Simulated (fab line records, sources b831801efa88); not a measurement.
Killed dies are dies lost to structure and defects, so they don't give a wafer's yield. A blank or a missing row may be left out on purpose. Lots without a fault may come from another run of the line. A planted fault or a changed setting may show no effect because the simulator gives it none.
fab line records | flow gf180mcu
record lots=5 wafers=15 last_day=34
route steps=602 shown M4@458 V4@476
lots that met no fault: from a run of the same line without faults
start_h: hours from the record's first day to the start of the lot's first wafer shown | wait_h: hours since the lot's step before | " the same as in the row above | L1.1+2: a row that stands for several wafers | - no value, or no start given | * or withheld: withheld | < > ~ a bound
route shown NAME@n: a module of which the file shows steps, and the number in the route of the first | usual: mean/standard deviation of fault-free wafers | same: alike in all rows | chamber/n: place in a boat | sites: the reading at each site | _std_site: their standard deviation | _edge_site: outer sites' mean less inner sites' | radius_mm: how far each site lies from the wafer's centre | mask NAME#n: copy n | behind: the tool/chamber that last shaped the wafer | hold: why the lot was held/for how many hours/how that ended | device: the transistor (n, p or np) that didn't switch | end of line: the same wafers' tests at the end of the route | a step without rows: its recipe alone | killed: dies lost to structure and defects at the first sort, not the wafer's yield | map: a wafer's dies, x killed, . not, _ none there
set.NAME: the setting as run; set.NAME@STEP: as run at that earlier step | model.NAME: the simulator's own value behind a step, which no gauge read
lots at some steps of the route; a table a step, a row a wafer
services: from which hour (start_h, from the record's first day; less than 0 if before it) a tool's chamber was out of use, for how many hours, and why
## steps
# step GF_M4_SPUTTER_02
# recipe material=AlCu target_thk_nm=450 power_w=10600 time_s=23.9 chamber_pressure_pa=0.4
# usual chamber_pressure_pa=0.4000/0.00079 throttle_valve_pct=29.8/1.1
# columns lot.wafer tool chamber start_h wait_h chamber_pressure_pa throttle_valve_pct
L077.2 pvd_sputter-03 - 544.81 0.0 0.4000 29.8
L077.4 " - " " 0.4011 31.9
L077.6 " - " " 0.3998 29.8
L080.4 pvd_sputter-02 - 575.51 0.0 0.4014 29.9
L080.5 " - " " 0.3995 28.7
L080.6 " - " " 0.4005 29.0
L085.1 pvd_sputter-03 - 607.80 0.0 0.3991 31.7
L085.3 " - " " 0.3999 28.3
L085.4 " - " " 0.3998 29.9
L088.2 pvd_sputter-02 - 636.86 0.0 0.4001 29.3
L088.3 " - " " 0.4004 30.4
L088.5 " - " " 0.3996 30.6
L097.1 pvd_sputter-03 - 694.16 0.0 0.3997 30.1
L097.3 " - " " 0.3998 31.4
L097.5 " - " " 0.3997 31.6
# step GF_M4_SPUTTER_03
# recipe material=Ti target_thk_nm=10 substrate_temp_c=300 chamber_pressure_pa=0.3 power_w=3000 time_s=6.7
# usual chamber_pressure_pa=0.3000/0.00058 throttle_valve_pct=29.8/1.1
# columns lot.wafer tool chamber start_h wait_h chamber_pressure_pa throttle_valve_pct
L077.2 pvd_sputter-03 - 544.84 0.0 0.2999 29.8
L077.4 " - " " 0.2995 31.7
L077.6 " - " " 0.2996 30.0
L080.4 pvd_sputter-02 - 575.54 0.0 0.2990 30.0
L080.5 " - " " 0.3003 29.2
L080.6 " - " " 0.3005 28.9
L085.1 pvd_sputter-03 - 607.83 0.0 0.3000 31.5
L085.3 " - " " 0.3005 27.6
L085.4 " - " " 0.3004 29.9
L088.2 pvd_sputter-02 - 636.89 0.0 0.2995 29.0
L088.3 " - " " 0.2999 30.6
L088.5 " - " " 0.2995 30.8
L097.1 pvd_sputter-03 - 694.19 0.0 0.2997 30.1
L097.3 " - " " 0.2999 31.6
L097.5 " - " " 0.2999 31.4
# step GF_M4_SPUTTER_04
# recipe material=TiN target_thk_nm=50 power_w=6500 time_s=41.7 chamber_pressure_pa=0.4
# usual chamber_pressure_pa=0.4000/0.00079 throttle_valve_pct=29.8/1.1
# columns lot.wafer tool chamber start_h wait_h chamber_pressure_pa throttle_valve_pct
L077.2 pvd_sputter-03 - 544.86 0.0 0.3999 29.9
L077.4 " - " " 0.3997 31.6
L077.6 " - " " 0.3996 30.2
L080.4 pvd_sputter-02 - 575.56 0.0 0.3993 29.7
L080.5 " - " " 0.4006 28.9
L080.6 " - " " 0.4003 28.9
L085.1 pvd_sputter-03 - 607.85 0.0 0.3990 31.5
L085.3 " - " " 0.4006 28.1
L085.4 " - " " 0.4012 29.8
L088.2 pvd_sputter-02 - 636.92 0.0 0.3996 29.0
L088.3 " - " " 0.4001 30.8
L088.5 " - " " 0.3999 30.8
L097.1 pvd_sputter-03 - 694.21 0.0 0.4009 29.8
L097.3 " - " " 0.4009 31.4
L097.5 " - " " 0.4001 31.7
# step GF_M4_RS_MEAS_05
# recipe thk_meas_gauge=four-point-probe reads=TiN_of_M4_SPUTTER_04+Ti_of_M4_SPUTTER_03+AlCu_of_M4_SPUTTER_02+TiN_of_M4_SPUTTER_01+Ti_of_M4_SPUTTER_00
# usual M4_ALCU_RS=0.0695/0.00075
# columns lot.wafer tool chamber start_h wait_h M4_ALCU_RS[ohm/sq]
L077.2 film_metro-03 - 544.92 0.0 0.0685
L077.4 " - " " 0.0688
L077.6 " - " " 0.0685
L080.4 film_metro-03 - 575.66 0.1 0.0709
L080.5 " - " " 0.0697
L080.6 " - " " 0.0694
L085.1 film_metro-03 - 607.89 0.0 0.0691
L085.3 " - " " 0.0701
L085.4 " - " " 0.0684
L088.2 film_metro-01 - 636.97 0.0 0.0693
L088.3 " - " " 0.0683
L088.5 " - " " 0.0684
L097.1 film_metro-03 - 694.25 0.0 0.0709
L097.3 " - " " 0.0704
L097.5 " - " " 0.0699
# step GF_M4_THK_MEAS_06
# recipe thk_meas_gauge=xrf reads=AlCu_of_M4_SPUTTER_02
# usual M4_ALCU_THK=448/5.5
# columns lot.wafer tool chamber start_h wait_h M4_ALCU_THK[nm]
L077.2 film_metro-03 - 545.03 0.1 458
L077.4 " - " " 456
L077.6 " - " " 461
L080.4 film_metro-03 - 575.75 0.1 444
L080.5 " - " " 451
L080.6 " - " " 454
L085.1 film_metro-03 - 608.01 0.1 453
L085.3 " - " " 446
L085.4 " - " " 457
L088.2 film_metro-01 - 637.08 0.1 449
L088.3 " - " " 456
L088.5 " - " " 456
L097.1 film_metro-03 - 694.37 0.1 443
L097.3 " - " " 442
L097.5 " - " " 444
# step GF_M4_DEHYDRATE_07
# recipe temp_c=200 time_s=60
# columns lot.wafer tool chamber start_h wait_h
L077.2+4+6 litho_track-04 0 555.54 10.5
L080.4+5+6 litho_track-02 0 586.24 10.5
L085.1+3+4 litho_track-04 0 618.12 10.1
L088.2+3+5 litho_track-02 0 646.24 9.1
L097.1+3+5 litho_track-03 0 702.97 8.6
# step GF_M4_HMDS_08
# recipe prime_time_s=60 prime_temp_c=120
# columns lot.wafer tool chamber start_h wait_h
L077.2+4+6 litho_track-04 0 555.69 0.1
L080.4+5+6 litho_track-02 0 586.39 0.1
L085.1+3+4 litho_track-04 0 618.27 0.1
L088.2+3+5 litho_track-02 0 646.39 0.1
L097.1+3+5 litho_track-03 0 703.12 0.1
# step GF_M4_COAT_09
# recipe resist=KrF spin_rpm=withheld resist_thk_nm=1017
# usual dispense_pressure_kPa=51.4/1.8
# columns lot.wafer tool chamber start_h wait_h dispense_pressure_kPa
L077.2 litho_track-04 0 555.84 0.1 52.7
L077.4 " 0 " " 52.7
L077.6 " 0 " " 52.7
L080.4 litho_track-02 0 586.54 0.1 48.4
L080.5 " 0 " " 48.5
L080.6 " 0 " " 48.4
L085.1 litho_track-04 0 618.42 0.1 52.8
L085.3 " 0 " " 52.8
L085.4 " 0 " " 52.8
L088.2 litho_track-02 0 646.54 0.1 48.5
L088.3 " 0 " " 48.5
L088.5 " 0 " " 48.5
L097.1 litho_track-03 0 703.27 0.1 51.1
L097.3 " 0 " " 51.2
L097.5 " 0 " " 51.1
# step GF_M4_SOFTBAKE_10
# recipe temp_c=130 time_s=60 resist=KrF
# columns lot.wafer tool chamber start_h wait_h
L077.2+4+6 litho_track-04 0 555.99 0.1
L080.4+5+6 litho_track-02 0 586.69 0.1
L085.1+3+4 litho_track-04 0 618.57 0.1
L088.2+3+5 litho_track-02 0 646.69 0.1
L097.1+3+5 litho_track-03 0 703.42 0.1
# step GF_M4_EXPOSE_11
# recipe mask_id=Metal4 target_cd_nm=280 na=0.68 source_shape=conventional sigma_outer=0.6 dose_mj=28
# columns lot.wafer tool chamber start_h wait_h mask
L077.2+4+6 krf_scanner-01 0 - - Metal4#0
L080.4+5+6 krf_scanner-02 0 - - Metal4#0
L085.1+3+4 krf_scanner-01 0 - - Metal4#0
L088.2+3+5 krf_scanner-01 0 - - Metal4#0
L097.1+3+5 krf_scanner-02 0 - - Metal4#0
# step GF_M4_PEB_12
# recipe peb_temp_c=135 peb_time_s=90 resist=KrF
# columns lot.wafer tool chamber start_h wait_h
L077.2+4+6 litho_track-04 0 - -
L080.4+5+6 litho_track-02 0 - -
L085.1+3+4 litho_track-02 0 - -
L088.2+3+5 litho_track-02 0 - -
L097.1+3+5 litho_track-03 0 - -
# step GF_M4_DEVELOP_13
# recipe develop_time_s=60 dev_temp_c=21
# columns lot.wafer tool chamber start_h wait_h
L077.2+4+6 litho_track-04 0 567.04 0.2
L080.4+5+6 litho_track-02 0 596.99 0.1
L085.1+3+4 litho_track-02 0 628.36 0.2
L088.2+3+5 litho_track-02 0 656.54 0.2
L097.1+3+5 litho_track-03 0 711.87 0.2
# step GF_M4_CD_MEAS_14
# recipe target_cd_nm=280
# usual cd_nm=279.9/1.1
# columns lot.wafer tool chamber start_h wait_h cd_nm
L077.2 cd_sem-02 - 567.19 0.1 278.7
L077.4 " - " " 278.0
L077.6 " - " " 277.8
L080.4 cd_sem-02 - 597.12 0.1 278.3
L080.5 " - " " 279.6
L080.6 " - " " 279.1
L085.1 cd_sem-01 - 628.51 0.1 279.8
L085.3 " - " " 279.8
L085.4 " - " " 279.7
L088.2 cd_sem-02 - 656.68 0.1 278.9
L088.3 " - " " 280.8
L088.5 " - " " 281.6
L097.1 cd_sem-01 - 712.02 0.1 281.4
L097.3 " - " " 282.0
L097.5 " - " " 280.7
# step GF_M4_OVL_MEAS_15
# usual M4_OVL=3/5.1
# columns lot.wafer tool chamber start_h wait_h M4_OVL[nm]
L077.2 overlay-02 - 567.29 0.1 8
L077.4 " - " " 4
L077.6 " - " " 8
L080.4 overlay-02 - 597.21 0.1 1
L080.5 " - " " 15
L080.6 " - " " 8
L085.1 overlay-02 - 628.63 0.1 6
L085.3 " - " " 8
L085.4 " - " " 14
L088.2 overlay-01 - 656.79 0.1 -2
L088.3 " - " " 9
L088.5 " - " " 3
L097.1 overlay-02 - 712.14 0.1 -4
L097.3 " - " " -5
L097.5 " - " " -5
# step GF_M4_METAL_ETCH_16
# recipe chemistry=Cl2/BCl3 mask_material=KrF target_depth_nm=750.8 stop_on=SiO2 pressure_mtorr=8 icp_w=800 bias_w=140 Cl2_flow_sccm=80 bcl3_flow_sccm=40 time_s=125.1
# usual drypump_motor_current_A=5.68/0.2 oes_product_au=0.993/0.0065 throttle_valve_pct=28.227/0.011
# columns lot.wafer tool chamber start_h wait_h drypump_motor_current_A oes_product_au rf_hours_counter_h throttle_valve_pct
L077.2 rie_metal-03 0 567.32 0.0 5.72 0.992 2 28.242
L077.4 " 0 " " 5.70 0.998 - 28.233
L077.6 " 0 " " 5.72 0.992 - 28.222
L080.4 rie_metal-01 0 597.36 0.1 5.34 1.000 - 28.216
L080.5 " 0 " " 5.34 0.989 - 28.232
L080.6 " 0 " " 5.34 0.987 - 28.241
L085.1 rie_metal-03 1 628.67 0.0 5.63 0.993 9 28.245
L085.3 " 0 " " 5.67 0.993 - 28.222
L085.4 " 1 " " 5.62 0.988 - 28.226
L088.2 rie_metal-03 1 656.82 0.0 5.64 0.990 10 28.221
L088.3 " 1 " " 5.64 0.999 - 28.204
L088.5 " 1 " " 5.62 1.000 - 28.224
L097.1 rie_metal-02 1 712.18 0.0 6.08 0.983 11 28.242
L097.3 " 1 " " 6.07 0.974 - 28.249
L097.5 " 0 " " 5.70 0.991 - 28.212
# step GF_M4_STRIP_17
# recipe chemistry=O2/N2 power_w=1400 pressure_mtorr=1500 platen_temp_c=250 o2_flow_sccm=3000 n2_flow_sccm=300 overash_fraction=0.5
# usual drypump_motor_current_A=5.6/0.43 heater_power_w=342/26 oes_product_au=0.543/0.005 strip_time_to_endpoint_s=7.50/0.053
# columns lot.wafer tool chamber start_h wait_h drypump_motor_current_A heater_power_w oes_product_au rf_hours_counter_h strip_time_to_endpoint_s
L077.2 plasma_asher-03 0 567.45 0.1 5.6 374 0.538 88 7.48
L077.4 " 0 " " 5.6 357 0.542 - 7.49
L077.6 " 0 " " 5.6 370 0.540 - 7.46
L080.4 plasma_asher-02 0 597.52 0.1 5.4 328 0.542 - 7.58
L080.5 " 1 " " 5.3 352 0.549 - 7.63
L080.6 " 0 " " 5.4 328 0.545 - 7.58
L085.1 plasma_asher-01 0 628.80 0.1 6.6 369 0.553 21 7.51
L085.3 " 1 " " 5.2 362 0.536 - 7.47
L085.4 " 0 " " 6.6 362 0.543 - 7.54
L088.2 plasma_asher-01 1 656.95 0.1 5.2 356 0.538 23 7.48
L088.3 " 1 " " 5.2 361 0.543 - 7.45
L088.5 " 0 " " 6.6 376 0.543 - 7.48
L097.1 plasma_asher-01 1 712.31 0.1 5.2 354 0.549 30 7.65
L097.3 " 0 " " 6.6 361 0.547 - 7.62
L097.5 " 1 " " 5.2 361 0.539 - 7.47
# step GF_M4_STRIP_18
# recipe chemistry=post_etch_residue_remover time_s=1200 temp_c=72.5
# usual bath_guard_temp_C=72.5/0.53
# columns lot.wafer tool chamber start_h wait_h bath_guard_temp_C
L077.2 wet_bench-01 1 567.55 0.1 73.2
L077.4 " 1 " " 73.0
L077.6 " 1 " " 73.3
L080.4 wet_bench-01 0 597.59 0.0 72.9
L080.5 " 0 " " 72.8
L080.6 " 0 " " 72.6
L085.1 wet_bench-01 2 628.90 0.1 72.4
L085.3 " 2 " " 72.5
L085.4 " 2 " " 72.4
L088.2 wet_bench-03 0 657.05 0.1 73.4
L088.3 " 0 " " 72.7
L088.5 " 0 " " 73.5
L097.1 wet_bench-01 0 712.41 0.1 72.6
L097.3 " 0 " " 72.5
L097.5 " 0 " " 72.6
# step GF_M4_CLEAN_19
# recipe chemistry=DIW dry=n2_spin
# columns lot.wafer tool chamber start_h wait_h
L077.2+4+6 wet_bench-03 0 567.89 0.0
L080.4+5+6 wet_bench-03 0 597.93 0.0
L085.1+3+4 wet_bench-03 0 629.24 0.0
L088.2+3+5 wet_bench-02 3 657.39 0.0
L097.1+3+5 wet_bench-02 2 712.78 0.0
# step GF_V4_CVD_00
# recipe material=SiO2 target_thk_nm=600 sigma_open_frac=0.3 temp_c=400 time_s=100 sih4_flow_sccm=60 pressure_mtorr=6
# columns lot.wafer tool chamber start_h wait_h
L077.2+4+6 hdpcvd-02 1,2,1 567.98 0.0
L080.4+5+6 hdpcvd-02 1,0,2 598.07 0.0
L085.1+3+4 hdpcvd-02 0,1,1 629.33 0.0
L088.2+3+5 hdpcvd-02 2,1,2 657.50 0.0
L097.1+3+5 hdpcvd-02 1,0,0 712.87 0.0
# step GF_V4_THK_MEAS_01
# recipe reads=SiO2_of_V4_CVD_00
# usual V4_CVD_00_THK=601/7.6
# columns lot.wafer tool chamber start_h wait_h V4_CVD_00_THK[nm]
L077.2 film_metro-03 - 568.10 0.1 608
L077.4 " - " " 602
L077.6 " - " " 609
L080.4 film_metro-03 - 598.13 0.0 586
L080.5 " - " " 587
L080.6 " - " " 589
L085.1 film_metro-04 - 629.40 0.0 607
L085.3 " - " " 604
L085.4 " - " " 606
L088.2 film_metro-03 - 657.58 0.0 591
L088.3 " - " " 606
L088.5 " - " " 596
L097.1 film_metro-01 - 712.94 0.0 597
L097.3 " - " " 604
L097.5 " - " " 600
# step GF_V4_CVD_02
# recipe material=SiO2 target_thk_nm=850 precursor=TEOS temp_c=400 time_s=94.851 rf_w=600
# usual heater_power_w=671/92
# columns lot.wafer tool chamber start_h wait_h heater_power_w
L077.2 pecvd-02 1 568.15 0.0 680
L077.4 " 0 " " 470
L077.6 " 1 " " 728
L080.4 pecvd-01 2 598.20 0.1 700
L080.5 " 0 " " 780
L080.6 " 1 " " 646
L085.1 pecvd-02 0 629.46 0.1 565
L085.3 " 1 " " 744
L085.4 " 1 " " 778
L088.2 pecvd-01 1 657.63 0.0 567
L088.3 " 0 " " 694
L088.5 " 0 " " 726
L097.1 pecvd-02 2 713.00 0.1 732
L097.3 " 0 " " 602
L097.5 " 2 " " 565
# step GF_V4_THK_MEAS_03
# recipe reads=SiO2_of_V4_CVD_02
# usual V4_CVD_02_THK=847/13
# columns lot.wafer tool chamber start_h wait_h V4_CVD_02_THK[nm]
L077.2 film_metro-01 - 568.23 0.0 825
L077.4 " - " " 858
L077.6 " - " " 833
L080.4 film_metro-04 - 598.26 0.0 854
L080.5 " - " " 830
L080.6 " - " " 855
L085.1 film_metro-03 - 629.53 0.0 860
L085.3 " - " " 841
L085.4 " - " " 845
L088.2 film_metro-01 - 657.71 0.0 842
L088.3 " - " " 832
L088.5 " - " " 843
L097.1 film_metro-01 - 713.07 0.0 833
L097.3 " - " " 843
L097.5 " - " " 842
# step GF_V4_CMP_04
# recipe material=SiO2 down_force_psi=4 platen_rpm=60 pad_velocity_m_s=0.94248
# usual motor_current_A=12.2/1 time_to_endpoint_s=80/7.1
# columns lot.wafer tool chamber start_h wait_h motor_current_A time_to_endpoint_s
L077.2 cmp-01 0 568.28 0.0 12.4 74
L077.4 " 3 " " 12.4 81
L077.6 " 0 " " 13.0 76
L080.4 cmp-02 0 598.67 0.4 11.3 85
L080.5 " 2 " " 9.7 74
L080.6 " 3 " " 13.2 86
L085.3 cmp-02 0 629.59 0.0 11.4 75
L085.4 " 1 " " 11.6 72
L085.1 " 2 " " 10.4 81
L088.3 cmp-02 2 657.76 0.0 9.9 71
L088.2 " 1 " " 12.3 75
L088.5 " 3 " " 13.0 82
L097.3 cmp-01 1 713.13 0.0 12.0 79
L097.1 " 3 " " 12.6 81
L097.5 " 1 " " 13.1 85
# step GF_V4_BOW_MEAS_05
# recipe mode=bow
# usual V4_BOW=133/11
# columns lot.wafer tool chamber start_h wait_h V4_BOW[um]
L077.2 film_metro-04 - 568.60 0.3 119
L077.4 " - " " 113
L077.6 " - " " 107
L080.4 film_metro-03 - 598.93 0.2 135
L080.5 " - " " 150
L080.6 " - " " 140
L085.1 film_metro-04 - 629.89 0.1 128
L085.3 " - " " 128
L085.4 " - " " 127
L088.2 film_metro-04 - 658.08 0.1 126
L088.3 " - " " 121
L088.5 " - " " 123
L097.1 film_metro-04 - 713.43 0.1 143
L097.3 " - " " 139
L097.5 " - " " 138
# step GF_V4_DEHYDRATE_06
# recipe temp_c=200 time_s=60
# columns lot.wafer tool chamber start_h wait_h
L077.2+4+6 litho_track-03 0 578.45 9.8
L080.4+5+6 litho_track-01 0 608.81 9.9
L085.1+3+4 litho_track-01 0 639.69 9.8
L088.2+3+5 litho_track-03 0 667.40 9.3
L097.1+3+5 litho_track-03 0 721.97 8.5
# step GF_V4_HMDS_07
# recipe prime_time_s=60 prime_temp_c=120
# columns lot.wafer tool chamber start_h wait_h
L077.2+4+6 litho_track-03 0 578.60 0.1
L080.4+5+6 litho_track-01 0 608.96 0.1
L085.1+3+4 litho_track-01 0 639.84 0.1
L088.2+3+5 litho_track-03 0 667.55 0.1
L097.1+3+5 litho_track-03 0 722.12 0.1
# step GF_V4_COAT_08
# recipe resist=BARC temp_c=withheld time_s=withheld spin_rpm=withheld resist_thk_nm=withheld
# usual dispense_pressure_kPa=51.1/1.9
# columns lot.wafer tool chamber start_h wait_h dispense_pressure_kPa
L077.2 litho_track-03 0 578.75 0.1 51.2
L077.4 " 0 " " 51.2
L077.6 " 0 " " 51.2
L080.4 litho_track-01 0 609.11 0.1 53.0
L080.5 " 0 " " 53.0
L080.6 " 0 " " 53.0
L085.1 litho_track-01 0 639.99 0.1 53.0
L085.3 " 0 " " 53.0
L085.4 " 0 " " 53.0
L088.2 litho_track-03 0 667.70 0.1 51.2
L088.3 " 0 " " 51.2
L088.5 " 0 " " 51.2
L097.1 litho_track-03 0 722.27 0.1 51.2
L097.3 " 0 " " 51.2
L097.5 " 0 " " 51.3
# step GF_V4_COAT_09
# recipe resist=KrF spin_rpm=withheld resist_thk_nm=1000
# usual dispense_pressure_kPa=51.0/1.8
# columns lot.wafer tool chamber start_h wait_h dispense_pressure_kPa
L077.2 litho_track-03 0 - - 51.2
L077.4 " 0 " " 51.2
L077.6 " 0 " " 51.1
L080.4 litho_track-01 0 - - 53.0
L080.5 " 0 " " 52.9
L080.6 " 0 " " 53.0
L085.1 litho_track-01 0 - - 53.0
L085.3 " 0 " " 53.0
L085.4 " 0 " " 53.0
L088.2 litho_track-03 0 - - 51.2
L088.3 " 0 " " 51.2
L088.5 " 0 " " 51.2
L097.1 litho_track-03 0 - - 51.1
L097.3 " 0 " " 51.1
L097.5 " 0 " " 51.1
# step GF_V4_SOFTBAKE_10
# recipe temp_c=130.5 time_s=60 resist=KrF
# columns lot.wafer tool chamber start_h wait_h
L077.2+4+6 litho_track-03 0 - -
L080.4+5+6 litho_track-01 0 - -
L085.1+3+4 litho_track-01 0 - -
L088.2+3+5 litho_track-03 0 - -
L097.1+3+5 litho_track-03 0 - -
# step GF_V4_EXPOSE_11
# recipe mask_id=Via4 target_cd_nm=260 na=0.68 source_shape=conventional sigma_outer=0.6 dose_mj=38
# columns lot.wafer tool chamber start_h wait_h mask
L077.2+4+6 krf_scanner-01 0 - - Via4#0
L080.4+5+6 krf_scanner-02 0 - - Via4#0
L085.1+3+4 krf_scanner-02 0 - - Via4#0
L088.2+3+5 krf_scanner-02 0 - - Via4#0
L097.1+3+5 krf_scanner-01 0 - - Via4#0
# step GF_V4_PEB_12
# recipe peb_temp_c=135 peb_time_s=90 resist=KrF
# columns lot.wafer tool chamber start_h wait_h
L077.2+4+6 litho_track-02 0 - -
L080.4+5+6 litho_track-01 0 - -
L085.1+3+4 litho_track-01 0 - -
L088.2+3+5 litho_track-03 0 - -
L097.1+3+5 litho_track-01 0 - -
# step GF_V4_DEVELOP_13
# recipe develop_time_s=60 resist=KrF dev_temp_c=21
# columns lot.wafer tool chamber start_h wait_h
L077.2+4+6 litho_track-02 0 590.14 0.2
L080.4+5+6 litho_track-01 0 620.11 0.1
L085.1+3+4 litho_track-01 0 650.14 0.2
L088.2+3+5 litho_track-03 0 677.80 0.2
L097.1+3+5 litho_track-01 0 731.39 0.2
# step GF_V4_CD_MEAS_14
# recipe target_cd_nm=260
# usual cd_nm=259.8/1.3
# columns lot.wafer tool chamber start_h wait_h cd_nm
L077.2 cd_sem-01 - 590.28 0.1 260.3
L077.4 " - " " 260.5
L077.6 " - " " 260.6
L080.4 cd_sem-02 - 620.25 0.1 258.8
L080.5 " - " " 259.9
L080.6 " - " " 259.3
L085.1 cd_sem-01 - 650.29 0.1 260.6
L085.3 " - " " 260.4
L085.4 " - " " 260.1
L088.2 cd_sem-01 - 677.94 0.1 258.2
L088.3 " - " " 257.1
L088.5 " - " " 258.1
L097.1 cd_sem-02 - 731.54 0.1 259.2
L097.3 " - " " 259.3
L097.5 " - " " 259.5
# step GF_V4_OVL_MEAS_15
# usual V4_OVL=-1/5.9
# columns lot.wafer tool chamber start_h wait_h V4_OVL[nm]
L077.2 overlay-02 - 590.39 0.1 6
L077.4 " - " " 9
L077.6 " - " " 8
L080.4 overlay-02 - 620.33 0.1 -2
L080.5 " - " " 9
L080.6 " - " " 1
L085.1 overlay-01 - 650.41 0.1 4
L085.3 " - " " 3
L085.4 " - " " -1
L088.2 overlay-02 - 678.05 0.1 -1
L088.3 " - " " -4
L088.5 " - " " -7
L097.1 overlay-02 - 731.66 0.1 -5
L097.3 " - " " 2
L097.5 " - " " 2
# step GF_V4_ETCH_16
# recipe chemistry=N2/H2 target_depth_a=withheld overetch_a=withheld time_s=withheld target=BARC ion_energy_ev=200 source_w=500 bias_w=100 pressure_mtorr=30 n2_flow_sccm=100 h2_flow_sccm=200
# usual drypump_motor_current_A=5.9/0.54 oes_product_au=0.855/0.0047 throttle_valve_pct=13.224/0.0087
# columns lot.wafer tool chamber start_h wait_h drypump_motor_current_A oes_product_au throttle_valve_pct
L077.2 rie_diel-02 3 590.42 0.0 5.6 0.860 13.224
L077.4 " 3 " " 5.7 0.860 13.227
L077.6 " 0 " " 6.3 0.857 13.226
L080.4 rie_diel-02 0 620.37 0.0 6.3 0.847 13.235
L080.5 " 1 " " 5.9 0.866 13.228
L080.6 " 2 " " 5.5 0.852 13.217
L085.1 rie_diel-03 1 650.44 0.0 5.1 0.856 13.222
L085.3 " 0 " " 5.2 0.863 13.231
L085.4 " 1 " " 5.1 0.857 13.231
L088.2 rie_diel-02 1 678.08 0.0 5.9 0.846 13.232
L088.3 " 2 " " 5.5 0.847 13.213
L088.5 " 0 " " 6.3 0.849 13.234
L097.1 rie_diel-03 1 731.69 0.0 5.1 0.854 13.235
L097.3 " 0 " " 5.2 0.852 13.221
L097.5 " 0 " " 5.2 0.851 13.223
# step GF_V4_ETCH_17
# recipe chemistry=C4F8/O2/Ar mask_material=KrF target=SiO2 stop_on=TiN source_w=1500 bias_w=1200 pressure_mtorr=40 c4f8_flow_sccm=withheld O2_flow_sccm=6 Ar_flow_sccm=300 time_s=withheld target_depth_a=6300
# usual oes_product_au=0.855/0.0047
# columns lot.wafer tool chamber start_h wait_h oes_product_au
L077.2 rie_diel-02 3 - - 0.862
L077.4 " 3 " " 0.855
L077.6 " 0 " " 0.854
L080.4 rie_diel-02 0 - - 0.849
L080.5 " 1 " " 0.857
L080.6 " 2 " " 0.855
L085.1 rie_diel-03 1 - - 0.859
L085.3 " 0 " " 0.855
L085.4 " 1 " " 0.855
L088.2 rie_diel-02 1 - - 0.861
L088.3 " 2 " " 0.855
L088.5 " 0 " " 0.862
L097.1 rie_diel-03 1 - - 0.859
L097.3 " 0 " " 0.859
L097.5 " 0 " " 0.857
# step GF_V4_STRIP_18
# recipe chemistry=O2/N2 power_w=1400 pressure_mtorr=1500 platen_temp_c=250 o2_flow_sccm=3000 n2_flow_sccm=300 overash_fraction=0.5
# usual drypump_motor_current_A=5.7/0.67 heater_power_w=338/29 oes_product_au=0.592/0.0056
# columns lot.wafer tool chamber start_h wait_h drypump_motor_current_A heater_power_w oes_product_au rf_hours_counter_h
L077.2 plasma_asher-04 0 590.55 - 4.9 362 0.594 99
L077.4 " 1 " " 6.6 317 0.598 -
L077.6 " 1 " " 6.6 306 0.597 -
L080.4 plasma_asher-03 1 620.51 - 5.5 296 0.595 -
L080.5 " 1 " " 5.5 286 0.585 -
L080.6 " 0 " " 5.5 361 0.598 -
L085.1 plasma_asher-04 0 650.57 - 5.0 349 0.592 106
L085.3 " 0 " " 4.9 346 0.596 -
L085.4 " 1 " " 6.5 310 0.585 -
L088.2 plasma_asher-03 1 678.21 - 5.6 295 0.584 99
L088.3 " 1 " " 5.6 286 0.587 -
L088.5 " 0 " " 5.6 371 0.592 -
L097.1 plasma_asher-04 1 731.82 - 6.6 318 0.587 113
L097.3 " 1 " " 6.6 312 0.589 -
L097.5 " 0 " " 5.0 352 0.584 -
# step GF_V4_STRIP_19
# recipe chemistry=post_etch_residue_remover time_s=1200 temp_c=72.5
# usual bath_guard_temp_C=72.4/0.65
# columns lot.wafer tool chamber start_h wait_h bath_guard_temp_C
L077.2 wet_bench-04 0 590.65 0.1 71.7
L077.4 " 0 " " 71.9
L077.6 " 0 " " 72.0
L080.4 wet_bench-04 0 620.57 0.0 71.7
L080.5 " 0 " " 71.8
L080.6 " 0 " " 71.6
L085.1 wet_bench-04 1 650.67 0.1 72.1
L085.3 " 1 " " 72.1
L085.4 " 1 " " 72.4
L088.2 wet_bench-01 1 678.31 0.1 73.3
L088.3 " 1 " " 73.3
L088.5 " 1 " " 73.1
L097.1 wet_bench-03 0 731.92 0.1 73.4
L097.3 " 0 " " 73.2
L097.5 " 0 " " 73.6
# step GF_V4_CLEAN_20
# recipe chemistry=DIW dry=n2_spin
# columns lot.wafer tool chamber start_h wait_h
L077.2+4+6 wet_bench-03 1 590.99 0.0
L080.4+5+6 wet_bench-01 3 620.92 0.0
L085.1+3+4 wet_bench-03 1 651.05 0.0
L088.2+3+5 wet_bench-04 2 678.65 0.0
L097.1+3+5 wet_bench-04 1 732.26 0.0
# step GF_V4_SPUTTER_21
# recipe material=Ti target_thk_nm=15 chamber_pressure_pa=5 power_w=2500 substrate_temp_c=200 time_s=80.02
# usual chamber_pressure_pa=5.001/0.0097 throttle_valve_pct=29.8/0.95
# columns lot.wafer tool chamber start_h wait_h chamber_pressure_pa throttle_valve_pct
L077.2 pvd_sputter-03 - 591.09 0.0 5.006 29.9
L077.4 " - " " 5.008 27.7
L077.6 " - " " 4.986 27.9
L080.4 pvd_sputter-02 - 621.01 0.0 4.987 30.8
L080.5 " - " " 5.006 29.1
L080.6 " - " " 5.002 29.2
L085.1 pvd_sputter-03 - 651.14 0.0 4.995 31.6
L085.3 " - " " 5.000 30.2
L085.4 " - " " 5.012 29.6
L088.2 pvd_sputter-03 - 678.75 0.0 5.001 27.8
L088.3 " - " " 5.024 29.9
L088.5 " - " " 5.012 29.8
L097.1 pvd_sputter-03 - 732.36 0.0 5.005 29.9
L097.3 " - " " 4.996 31.6
L097.5 " - " " 4.990 30.0
## services
# columns tool chamber start_h hours kind
rie_diel-02 2 528.06 4.2 repair
krf_scanner-01 - 528.29 1.0 pm
krf_scanner-01 - 543.34 4.4 pm
krf_scanner-02 - 555.82 0.8 pm
krf_scanner-01 - 556.57 1.3 pm
hdpcvd-02 0 558.99 12.0 repair
krf_scanner-02 - 593.24 0.6 repair
rie_diel-02 - 593.52 0.2 repair
krf_scanner-02 - 610.30 1.3 pm
krf_scanner-01 - 616.95 0.2 repair
krf_scanner-02 - 619.23 1.3 repair
krf_scanner-02 - 636.99 2.2 repair
krf_scanner-01 - 642.54 2.5 repair
pvd_sputter-03 - 643.64 2.2 repair
pvd_sputter-03 - 650.22 0.6 repair
krf_scanner-02 - 662.69 0.8 pm
krf_scanner-02 - 674.11 1.0 pm
krf_scanner-01 - 679.50 0.8 pm
rie_diel-02 - 685.61 0.9 repair
rie_diel-02 3 693.35 10.0 repair
krf_scanner-01 - 697.29 1.0 pm
pvd_sputter-03 - 698.43 1.0 repair
krf_scanner-02 - 722.09 0.2 repair
krf_scanner-02 - 724.62 0.8 pm
## key
fault none
